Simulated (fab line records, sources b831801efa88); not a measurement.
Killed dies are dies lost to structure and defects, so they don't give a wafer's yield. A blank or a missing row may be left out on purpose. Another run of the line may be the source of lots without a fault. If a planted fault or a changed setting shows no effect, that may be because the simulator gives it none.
Which tool did it?	flow gf180mcu	42 wafers from 14 lots sampled at 5 of the route's 602 steps

WHAT EACH GAUGE READ, for each wafer
GF_PSD_CD_MEAS_07: target cd 400 nm. Usual: cdNm reads 400.2 nm (standard deviation 2.5).
lot	measured	on	cdNm (nm)	flag
L187	day 14 06:25	cdSem-02	401.4 402.2 401.1	
L188	day 14 14:47	cdSem-02	401.5 401.2 401.0	
L189	day 14 17:51	cdSem-01	404.0 403.0 401.5	
L191	day 15 19:53	cdSem-01	403.3 401.0 404.0	
L195	day 17 03:35	cdSem-02	400.7 400.5 398.6	
L196	day 17 10:05	cdSem-01	398.4 398.9 398.7	
L197	day 17 19:08	cdSem-01	398.6 398.1 400.7	
L202	day 19 12:54	cdSem-01	399.8 400.1 399.7	
L204	day 20 03:26	cdSem-02	402.9 403.1 402.4	
L205	day 20 11:04	cdSem-01	397.1 396.3 398.0	
L206	day 20 19:53	cdSem-01	397.8 397.8 398.7	
L208	day 21 14:17	cdSem-02	401.6 401.1 402.1	
L209	day 21 16:58	cdSem-01	397.4 399.3 398.8	
L210	day 22 04:46	cdSem-02	397.7 398.6 400.0	

GF_SAB_THK_MEAS_01. Usual: for SAB_CVD_00_THK the level is 50.1 nm and the standard deviation is 0.63.
lot	measured	on	SAB_CVD_00_THK (nm)	flag
L187	day 14 07:16	filmMetro-02	49.0 50.5 50.5	
L188	day 14 15:40	filmMetro-02	50.7 50.1 50.6	
L189	day 14 18:42	filmMetro-04	49.4 49.5 50.1	
L191	day 15 20:45	filmMetro-04	50.5 49.4 49.8	
L195	day 17 04:26	filmMetro-04	50.2 50.1 50.8	
L196	day 17 10:58	filmMetro-02	49.5 56.0 57.2	OFF
L197	day 17 20:00	filmMetro-04	50.2 56.6 56.6	OFF
L202	day 19 13:46	filmMetro-02	48.0 50.1 50.5	
L204	day 20 04:24	filmMetro-02	49.8 50.2 50.7	
L205	day 20 11:58	filmMetro-02	48.8 50.1 50.5	
L206	day 20 20:47	filmMetro-02	50.3 49.7 50.1	
L208	day 21 15:08	filmMetro-02	49.6 50.7 50.0	
L209	day 21 17:49	filmMetro-02	49.9 50.2 50.7	
L210	day 22 05:37	filmMetro-01	50.2 50.5 50.1	

GF_CONTACT_THK_MEAS_03. Usual: for CONTACT_CVD_02_THK the level is 859 nm and the standard deviation is 11.
lot	measured	on	CONTACT_CVD_02_THK (nm)	flag
L187	day 15 05:10	filmMetro-04	843 855 859	
L188	day 15 13:52	filmMetro-04	849 863 863	
L189	day 15 16:44	filmMetro-02	854 858 866	
L191	day 16 20:09	filmMetro-02	849 866 875	
L195	day 18 04:36	filmMetro-04	846 857 854	
L196	day 18 11:11	filmMetro-02	839 860 866	
L197	day 18 21:22	filmMetro-04	864 882 880	
L202	day 20 15:14	filmMetro-04	863 871 858	
L204	day 21 05:24	filmMetro-02	858 864 859	
L205	day 21 12:47	filmMetro-02	849 854 867	
L206	day 21 21:33	filmMetro-02	851 867 870	
L208	day 22 15:50	filmMetro-02	848 863 866	
L209	day 22 18:08	filmMetro-02	860 865 867	
L210	day 23 05:49	filmMetro-02	846 859 847	

WHAT TOOL EACH LOT RAN ON (gives the tool, then ch and the chambers of the sampled wafers, and finally the start)
lot	GF_SAB_CVD_00	GF_SALICIDE_RTA_06
L187	pecvd-03 ch 0,2, day 14 07:13	rtpAnneal-01 ch 0, day 15 04:42
L188	pecvd-01 ch 0,1,2, day 14 15:35	rtpAnneal-01 ch 0, day 15 13:25
L189	pecvd-03 ch 1,2, day 14 18:40	rtpAnneal-02 ch 0, day 15 16:16
L191	pecvd-03 ch 0,1,2, day 15 20:44	rtpAnneal-01 ch 0, day 16 19:34
L195	pecvd-01 ch 0,1, day 17 04:25	rtpAnneal-01 ch 0, day 18 04:08
L196	pecvd-02 ch 0,1,2, day 17 10:56	rtpAnneal-01 ch 0, day 18 10:35
L197	pecvd-02 ch 0,2, day 17 19:59	rtpAnneal-02 ch 0, day 18 20:36
L202	pecvd-03 ch 0,1, day 19 13:44	rtpAnneal-01 ch 0, day 20 14:46
L204	pecvd-01 ch 0,1,2, day 20 04:22	rtpAnneal-02 ch 0, day 21 04:57
L205	pecvd-03 ch 0,1,2, day 20 11:56	rtpAnneal-02 ch 0, day 21 12:20
L206	pecvd-03 ch 0,2, day 20 20:46	rtpAnneal-01 ch 0, day 21 21:05
L208	pecvd-03 ch 1,2, day 21 15:07	rtpAnneal-02 ch 0, day 22 15:16
L209	pecvd-02 ch 0,2, day 21 17:47	rtpAnneal-02 ch 0, day 22 17:40
L210	pecvd-03 ch 1,2, day 22 05:35	rtpAnneal-02 ch 0, day 23 05:21
- GF_SAB_CVD_00: deposits SiO2 from TEOS, target thk 50 nm, time 4.9302 s.
- GF_SALICIDE_RTA_06: time 30 s.

AS READ BY THE TOOLS THEMSELVES (means over the sampled wafers that have a number; for cases with no such wafer, the mark the record gives instead)
GF_SAB_CVD_00. Usual: heaterPowerW reads 610 W (standard deviation 83).
lot	tool	heaterPowerW (W)	flag
L187	pecvd-03	631	
L188	pecvd-01	570	
L189	pecvd-03	590	
L191	pecvd-03	644	
L195	pecvd-01	533	
L196	pecvd-02	697	
L197	pecvd-02	674	
L202	pecvd-03	694	
L204	pecvd-01	531	
L205	pecvd-03	574	
L206	pecvd-03	627	
L208	pecvd-03	590	
L209	pecvd-02	736	
L210	pecvd-03	596	

GF_SALICIDE_RTA_06. Usual: lampPowerPct 6.81 %, standard deviation 0.19; wafer_temp_C_max 532.8, standard deviation 0.58.
lot	tool	lampPowerPct (%)	wafer_temp_C_max	flag
L187	rtpAnneal-01	7.00	533.2	
L188	rtpAnneal-01	6.99	533.1	
L189	rtpAnneal-02	6.62	532.2	
L191	rtpAnneal-01	6.99	532.7	
L195	rtpAnneal-01	7.00	533.0	
L196	rtpAnneal-01	7.00	532.4	
L197	rtpAnneal-02	6.62	532.7	
L202	rtpAnneal-01	7.00	532.7	
L204	rtpAnneal-02	6.62	532.8	
L205	rtpAnneal-02	6.61	533.0	
L206	rtpAnneal-01	7.00	533.2	
L208	rtpAnneal-02	6.61	532.4	
L209	rtpAnneal-02	6.62	533.0	
L210	rtpAnneal-02	6.61	532.8	

THE ANSWER, worked out from the rows above alone
Rule: take the mean of a lot's wafers that have a number; if it is more than 3 standard deviations from the usual mean, the lot is off. Also off: a lot with no number at a reading for which 4 or more lots have one. The other lots that the step has rows for count as sound. Order of review: gauges by route order, followed by the tools' own readings, for which a lot's mean as printed above is used. At the first step where some lot is off, the reading lying furthest off is the one used; lots without a number count as furthest.
Off: at GF_SAB_THK_MEAS_01 (SAB_CVD_00_THK), L196, L197.
A tool fits if, at a process step before that reading, it ran every lot that is off, and no sound lot after the first of them. Gauges at GF_SAB_THK_MEAS_01: tried the same way as those tools. None of those tried fits.

WHAT THE SIMULATOR PUT IN
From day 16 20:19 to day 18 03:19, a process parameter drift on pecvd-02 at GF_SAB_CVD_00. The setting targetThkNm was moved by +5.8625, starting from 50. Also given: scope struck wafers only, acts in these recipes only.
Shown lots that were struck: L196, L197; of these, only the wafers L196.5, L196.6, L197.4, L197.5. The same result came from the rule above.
